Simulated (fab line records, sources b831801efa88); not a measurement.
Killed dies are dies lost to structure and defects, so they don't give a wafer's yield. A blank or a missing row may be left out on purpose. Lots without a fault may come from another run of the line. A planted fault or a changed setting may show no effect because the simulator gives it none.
fab line records | flow sfq_line
record lots=15 wafers=43 last_day=86
route steps=325 shown M3@119 I4@164 JJ@180
lots that met no fault: from a run of the same line without faults
start_h: hours from the record's first day to the start of the lot's first wafer shown | wait_h: hours since the lot's step before | " the same as in the row above | L1.1+2: a row that stands for several wafers | - no value, or no start given | * or withheld: withheld | < > ~ a bound
route shown NAME@n: a module of which the file shows steps, and the number in the route of the first | usual: mean/standard deviation of fault-free wafers | same: alike in all rows | chamber/n: place in a boat | sites: the reading at each site | _std_site: their standard deviation | _edge_site: outer sites' mean less inner sites' | radius_mm: how far each site lies from the wafer's centre | mask NAME#n: copy n | behind: the tool/chamber that last shaped the wafer | hold: why the lot was held/for how many hours/how that ended | device: the transistor (n, p or np) that didn't switch | end of line: the same wafers' tests at the end of the route | a step without rows: its recipe alone | killed: dies lost to structure and defects at the first sort, not the wafer's yield | map: a wafer's dies, x killed, . not, _ none there
set.NAME: the setting as run; set.NAME@STEP: as run at that earlier step | model.NAME: the simulator's own value behind a step, which no gauge read
steps of the route over a sample of lots; a table a step, a row a wafer
services: from which hour (start_h, from the record's first day; less than 0 if before it) a tool's chamber was out of use, for how many hours, and why
## steps
# step SFQ_TRILAYER_M3_DEP_SPUTTER_073
# recipe material=Nb base_pressure_pa=1.33e-06 chamber_pressure_pa=0.1333 substrate_temp_c=20 resputter_cathode_voltage_v=400 target_thk_nm=200 power_w=2000 time_s=133.3
# usual resputter_cathode_voltage_v=400/4.5 throttle_valve_pct=29.3/0.77
# columns lot.wafer tool chamber start_h wait_h resputter_cathode_voltage_v throttle_valve_pct
L962.1 pvd_sputter-06 - 811.68 0.0 401 29.5
L962.2 " - " " 410 28.1
L962.3 " - " " 399 29.6
L963.2 pvd_sputter-06 - 814.85 0.0 393 27.4
L963.4 " - " " 406 30.0
L963.6 " - " " 406 29.5
L964.1 pvd_sputter-03 - 817.68 0.0 405 30.6
L964.2 " - " " 400 29.7
L964.4 " - " " 408 29.1
L965.1 pvd_sputter-03 - 820.25 0.0 403 28.9
L965.3 " - " " 400 30.1
L965.6 " - " " 394 28.7
L966.1 pvd_sputter-06 - 822.42 0.0 396 29.3
L966.2 " - " " 401 27.8
L966.5 " - " " 400 29.4
L967.1 pvd_sputter-03 - 826.02 0.0 395 30.5
L967.3 " - " " 400 28.6
L967.4 " - " " 399 29.9
L971.1 pvd_sputter-06 - 835.02 0.0 402 29.4
L971.2 " - " " 398 29.6
L971.3 " - " " 403 30.2
L972.2 pvd_sputter-06 - 937.17 0.0 405 30.0
L972.3 " - " " 399 29.1
L972.6 " - " " 399 29.6
L973.2 pvd_sputter-05 - 948.15 0.0 410 28.9
L973.3 " - " " 402 28.8
L973.4 " - " " 396 29.6
L974.2 pvd_sputter-03 - 956.34 0.0 394 28.5
L974.3 " - " " 396 29.7
L974.4 " - " " 395 29.1
L975.2 pvd_sputter-06 - 968.94 0.0 401 29.5
L975.3 " - " " 401 30.0
L975.5 " - " " 397 29.3
L978.2 pvd_sputter-05 - 1003.14 0.0 392 29.8
L978.6 " - " " 403 28.6
L979.2 pvd_sputter-03 - 1010.96 0.0 402 29.0
L979.4 " - " " 400 30.3
L979.6 " - " " 400 30.5
L980.1 pvd_sputter-06 - 1012.14 0.0 398 27.8
L980.2 " - " " 399 29.5
L985.2 pvd_sputter-03 - 1110.24 0.0 401 30.5
L985.3 " - " " 394 29.9
L985.6 " - " " 407 28.6
# step SFQ_M3_OVL_MEAS_921
# usual M3_OVL=-1/5.8
# columns lot.wafer tool chamber start_h wait_h M3_OVL[nm]
L962.1 overlay-01 - 947.58 0.1 -6
L962.2 " - " " -14
L962.3 " - " " -5
L963.2 overlay-01 - 949.99 0.1 1
L963.4 " - " " 0
L963.6 " - " " 3
L964.1 overlay-01 - 953.58 0.1 -7
L964.2 " - " " -2
L964.4 " - " " -3
L965.1 overlay-01 - 955.98 0.1 -1
L965.3 " - " " 1
L965.6 " - " " 7
L966.1 overlay-01 - 957.18 0.1 9
L966.2 " - " " 4
L966.5 " - " " -1
L967.1 overlay-01 - 960.78 0.1 -9
L967.3 " - " " -4
L967.4 " - " " -3
L971.1 overlay-01 - 973.98 0.1 -4
L971.2 " - " " 4
L971.3 " - " " -5
L972.2 overlay-02 - 1014.59 0.1 -5
L972.3 " - " " -15
L972.6 " - " " -12
L973.2 overlay-02 - 1016.99 0.1 -10
L973.3 " - " " -5
L973.4 " - " " 1
L974.2 overlay-02 - 1018.19 0.1 0
L974.3 " - " " 4
L974.4 " - " " 1
L975.2 overlay-02 - 1019.39 0.1 1
L975.3 " - " " 11
L975.5 " - " " 5
L978.2 overlay-02 - 1022.99 0.1 1
L978.6 " - " " -1
L979.2 overlay-02 - 1024.19 0.1 -2
L979.4 " - " " -8
L979.6 " - " " -7
L980.1 overlay-02 - 1025.38 0.1 -3
L980.2 " - " " -7
L985.2 overlay-02 - 1223.00 0.1 2
L985.3 " - " " -2
L985.6 " - " " 1
# step SFQ_TRILAYER_I4_CMP_CMP_100
# recipe material=SiO2 down_force_psi=3 platen_rpm=60 pad_velocity_m_s=0.94248
# usual edge_zone_pressure_frac=1.000/0.0042 motor_current_A=10.0/0.57 time_to_endpoint_s=217/9.3
# columns lot.wafer tool chamber start_h wait_h edge_zone_pressure_frac motor_current_A time_to_endpoint_s
L962.2 cmp-01 3 970.38 8.1 1.007 9.6 208
L962.1 " 1 971.38 9.1 1.001 10.2 227
L962.3 " 2 " " 0.995 10.5 214
L963.4 cmp-01 3 976.38 9.2 0.996 10.0 219
L963.2 " 0 " " 1.002 10.8 223
L963.6 " 3 978.38 11.2 1.000 9.2 219
L964.1 cmp-01 0 979.38 9.2 1.004 10.2 203
L964.2 " 2 980.38 10.2 0.992 10.0 212
L964.4 " 3 " " 0.991 9.6 202
L965.1 cmp-02 2 985.76 10.9 1.000 10.6 212
L965.3 " 1 987.26 12.4 0.995 9.3 211
L965.6 " 2 " " 0.994 10.3 225
L966.2 cmp-02 1 989.26 12.0 1.007 10.0 211
L966.1 " 3 990.26 13.0 1.000 9.5 213
L966.5 " 1 991.26 13.9 1.006 9.8 213
L967.1 cmp-02 0 991.76 12.0 1.000 9.5 217
L967.3 " 2 992.76 13.0 0.996 11.3 224
L967.4 " 3 " " 1.004 9.8 226
L971.3 cmp-01 3 1012.38 12.3 0.999 8.8 204
L971.1 " 0 " " 1.006 10.4 215
L971.2 " 1 " " 1.001 9.6 232
L972.2 cmp-01 1 1066.53 0.5 1.000 10.0 235
L972.3 " 2 " " 1.008 10.9 226
L972.6 " 0 1068.03 2.0 1.003 11.5 224
L973.2 cmp-01 2 1069.03 0.6 0.999 10.3 214
L973.4 " 3 " " 1.000 9.5 216
L973.3 " 1 1070.53 2.1 1.001 10.2 229
L974.2 cmp-02 2 1070.30 0.5 1.000 10.5 218
L974.4 " 3 " " 1.006 9.6 218
L974.3 " 0 " " 1.006 9.4 205
L975.2 cmp-02 1 1072.80 2.0 1.004 10.3 209
L975.3 " 3 1073.80 3.0 1.001 9.5 202
L975.5 " 2 1075.30 4.5 1.006 10.0 220
L978.2 cmp-01 1 1082.71 5.9 1.001 10.2 268
L978.6 " 2 1085.21 8.4 1.001 9.7 224
L979.2 cmp-01 2 1085.71 7.7 1.000 10.2 245
L979.4 " 3 " " 1.005 9.6 212
L979.6 " 2 1087.71 9.7 0.996 10.3 218
L980.2 cmp-01 0 1090.60 11.4 1.006 10.8 251
L980.1 " 1 " " 1.007 9.5 255
L985.3 cmp-01 0 1264.98 7.1 0.991 10.2 216
L985.2 " 2 1265.98 8.1 1.007 10.3 214
L985.6 " 1 1267.48 9.5 0.995 10.0 237
# step SFQ_TRILAYER_I4_METRO_MEASURE_101
# usual thk_nm=200.0/1.3
# columns lot.wafer tool chamber start_h wait_h thk_nm
L962.1 film_metro-02 - 973.50 0.1 201.3
L962.2 " - " " 198.7
L962.3 " - " " 199.9
L963.2 film_metro-04 - 979.70 0.3 199.8
L963.4 " - " " 199.2
L963.6 " - " " 199.9
L964.1 film_metro-04 - 982.50 0.1 200.5
L964.2 " - " " 200.5
L964.4 " - " " 200.3
L965.1 film_metro-01 - 988.88 0.1 201.3
L965.3 " - " " 200.0
L965.6 " - " " 201.7
L966.1 film_metro-01 - 991.88 0.1 199.7
L966.2 " - " " 199.9
L966.5 " - " " 199.3
L967.1 film_metro-04 - 994.88 0.1 198.8
L967.3 " - " " 200.0
L967.4 " - " " 199.4
L971.1 film_metro-01 - 1015.50 0.1 200.5
L971.2 " - " " 201.7
L971.3 " - " " 199.1
L972.2 film_metro-02 - 1069.35 0.3 201.5
L972.3 " - " " 200.0
L972.6 " - " " 200.4
L973.2 film_metro-02 - 1072.35 0.3 200.2
L973.3 " - " " 201.7
L973.4 " - " " 200.4
L974.2 film_metro-04 - 1073.12 0.3 201.6
L974.3 " - " " 199.2
L974.4 " - " " 198.1
L975.2 film_metro-02 - 1076.12 0.3 198.2
L975.3 " - " " 198.0
L975.5 " - " " 199.8
L978.2 film_metro-02 - 1086.03 0.3 152.2
L978.6 " - " " 200.0
L979.2 film_metro-02 - 1089.03 0.3 149.9
L979.4 " - " " 197.2
L979.6 " - " " 199.6
L980.1 film_metro-04 - 1093.72 0.1 151.4
L980.2 " - " " 148.3
L985.2 film_metro-02 - 1268.30 0.3 201.5
L985.3 " - " " 201.0
L985.6 " - " " 201.6
# step SFQ_TRILAYER_I4_VIA_ETCH_VIA_ETCH_106
# recipe target=SiO2 stop_on=Nb mask_material=PR taper_deg=20 chemistry=CHF3 target_depth_nm=260 source_w=500 bias_w=80 pressure_mtorr=30 time_s=withheld
# usual drypump_motor_current_A=5.6/0.4 oes_product_au=0.855/0.0051
# columns lot.wafer tool chamber start_h wait_h drypump_motor_current_A oes_product_au
L962.1 rie_diel-03 2 1111.96 0.0 6.1 0.853
L962.2 " 1 " " 4.8 0.847
L962.3 " 0 " " 5.8 0.863
L963.2 rie_diel-04 2 1116.98 0.0 5.2 0.854
L963.4 " 3 " " 5.4 0.848
L963.6 " 2 " " 5.2 0.854
L964.1 rie_diel-03 0 1119.16 0.0 5.8 0.854
L964.2 " 1 " " 4.8 0.861
L964.4 " 3 " " 5.1 0.859
L965.1 rie_diel-03 1 1125.16 0.0 4.8 0.852
L965.3 " 2 " " 6.1 0.855
L965.6 " 0 " " 5.8 0.857
L966.1 rie_diel-02 0 1126.36 0.0 5.5 0.849
L966.2 " 1 " " 5.8 0.852
L966.5 " 1 " " 5.8 0.856
L967.1 rie_diel-03 2 1132.48 0.0 6.1 0.847
L967.3 " 1 " " 4.8 0.862
L967.4 " 3 " " 5.1 0.850
L971.1 rie_diel-03 0 1156.06 0.0 5.9 0.850
L971.2 " 1 " " 4.8 0.854
L971.3 " 2 " " 6.1 0.849
L972.2 rie_diel-02 2 1181.26 0.0 5.5 0.862
L972.3 " 1 " " 5.7 0.855
L972.6 " 3 " " 5.8 0.864
L973.2 rie_diel-03 0 1184.86 0.0 5.8 0.859
L973.3 " 3 " " 5.1 0.855
L973.4 " 2 " " 6.1 0.863
L974.2 rie_diel-03 0 1187.26 0.0 5.8 0.856
L974.3 " 2 " " 6.1 0.858
L974.4 " 2 " " 6.1 0.853
L975.2 rie_diel-04 2 1189.66 0.0 5.2 0.853
L975.3 " 0 " " 5.8 0.851
L975.5 " 1 " " 6.0 0.862
L978.2 rie_diel-03 2 1195.66 0.0 6.1 0.740
L978.6 " 3 " " 5.1 0.855
L979.2 rie_diel-02 3 1196.98 0.0 5.8 0.739
L979.4 " 0 " " 5.5 0.856
L979.6 " 0 " " 5.5 0.858
L980.1 rie_diel-03 0 1198.18 0.0 5.9 0.747
L980.2 " 3 " " 5.1 0.732
L985.2 rie_diel-04 2 1378.80 0.0 5.2 0.856
L985.3 " 0 " " 5.8 0.861
L985.6 " 0 " " 5.8 0.868
# step SFQ_TRILAYER_JJ_TRILAYER_DEP_SPUTTER_110
# recipe material=Al base_pressure_pa=1.33e-06 target_thk_nm=8 power_w=500 time_s=10 chamber_pressure_pa=0.4
# usual throttle_valve_pct=29.4/0.82
# columns lot.wafer tool chamber start_h wait_h throttle_valve_pct
L962.1 pvd_sputter-05 - 1112.95 0.0 28.8
L962.2 " - " " 29.9
L962.3 " - " " 29.6
L963.2 pvd_sputter-04 - 1117.96 0.0 29.9
L963.4 " - " " 27.6
L963.6 " - " " 29.8
L964.1 pvd_sputter-05 - 1120.15 0.0 28.8
L964.2 " - " " 29.7
L964.4 " - " " 29.8
L965.1 pvd_sputter-05 - 1126.98 0.0 29.7
L965.3 " - " " 28.6
L965.6 " - " " 28.8
L966.1 pvd_sputter-03 - 1127.35 0.0 29.9
L966.2 " - " " 28.7
L966.5 " - " " 30.0
L967.1 pvd_sputter-05 - 1133.47 0.0 29.6
L967.3 " - " " 28.9
L967.4 " - " " 30.0
L971.1 pvd_sputter-05 - 1157.05 0.0 29.8
L971.2 " - " " 28.7
L971.3 " - " " 28.7
L972.2 pvd_sputter-05 - 1182.25 0.0 28.7
L972.3 " - " " 29.6
L972.6 " - " " 28.7
L973.2 pvd_sputter-03 - 1185.85 0.0 30.1
L973.3 " - " " 28.6
L973.4 " - " " 30.5
L974.2 pvd_sputter-04 - 1188.25 0.0 30.7
L974.3 " - " " 29.5
L974.4 " - " " 29.8
L975.2 pvd_sputter-05 - 1190.65 0.0 29.7
L975.3 " - " " 29.5
L975.5 " - " " 28.6
L978.2 pvd_sputter-05 - 1196.65 0.0 28.6
L978.6 " - " " 29.6
L979.2 pvd_sputter-03 - 1197.97 0.0 28.8
L979.4 " - " " 28.9
L979.6 " - " " 28.5
L980.1 pvd_sputter-04 - 1199.17 0.0 27.8
L980.2 " - " " 29.6
L985.2 pvd_sputter-04 - 1379.83 0.0 30.9
L985.3 " - " " 27.7
L985.6 " - " " 29.8
## services
# columns tool chamber start_h hours kind
pvd_sputter-05 - 790.79 1.2 repair
pvd_sputter-03 - 797.09 1.3 repair
pvd_sputter-05 - 807.12 6.1 repair
cmp-01 - 827.24 0.3 repair
cmp-01 - 834.92 0.3 repair
pvd_sputter-05 - 835.57 0.7 repair
cmp-01 - 873.39 0.8 repair
pvd_sputter-03 - 884.32 4.2 repair
cmp-01 - 895.39 2.0 repair
cmp-01 - 912.38 4.0 pm
cmp-01 - 920.87 1.3 repair
pvd_sputter-05 - 968.60 7.5 repair
pvd_sputter-05 - 1033.67 3.1 repair
pvd_sputter-03 - 1040.27 2.2 repair
cmp-01 - 1072.96 3.1 repair
pvd_sputter-05 - 1086.19 5.2 repair
cmp-01 - 1118.63 1.6 repair
cmp-01 - 1123.60 4.9 pm
cmp-01 - 1143.46 3.3 pm
pvd_sputter-05 - 1167.40 5.2 repair
cmp-01 - 1238.87 7.1 repair
cmp-01 - 1254.98 4.0 pm
cmp-01 - 1312.48 1.2 repair
cmp-01 - 1365.31 7.2 repair
## key
first_sign step=SFQ_TRILAYER_I4_CMP_CMP_100 reading=time_to_endpoint_s direction=up sigmas=4 usual=* struck=*
effect step=SFQ_TRILAYER_I4_METRO_MEASURE_101 reading=thk_nm direction=down sigmas=39 usual=200.0 struck=150.5
effect step=SFQ_TRILAYER_I4_VIA_ETCH_VIA_ETCH_106 reading=oes_product_au direction=down sigmas=23 usual=0.855 struck=0.739
met_at SFQ_TRILAYER_I4_CMP_CMP_100
struck_lots L978,L979,L980
struck_wafers L978.2,L979.2,L980.1,L980.2
not_acting_at SFQ_TRILAYER_M3_DEP_SPUTTER_073,SFQ_M3_OVL_MEAS_921,SFQ_TRILAYER_JJ_TRILAYER_DEP_SPUTTER_110
fault kind=process_parameter_drift tool=cmp-01 chamber=- onset_h=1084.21 steps=SFQ_TRILAYER_I4_CMP_CMP_100 channel=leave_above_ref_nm offset=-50 shape=step end_h=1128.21 scope=struck_wafers_only acts_in=these_recipes_only stated=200
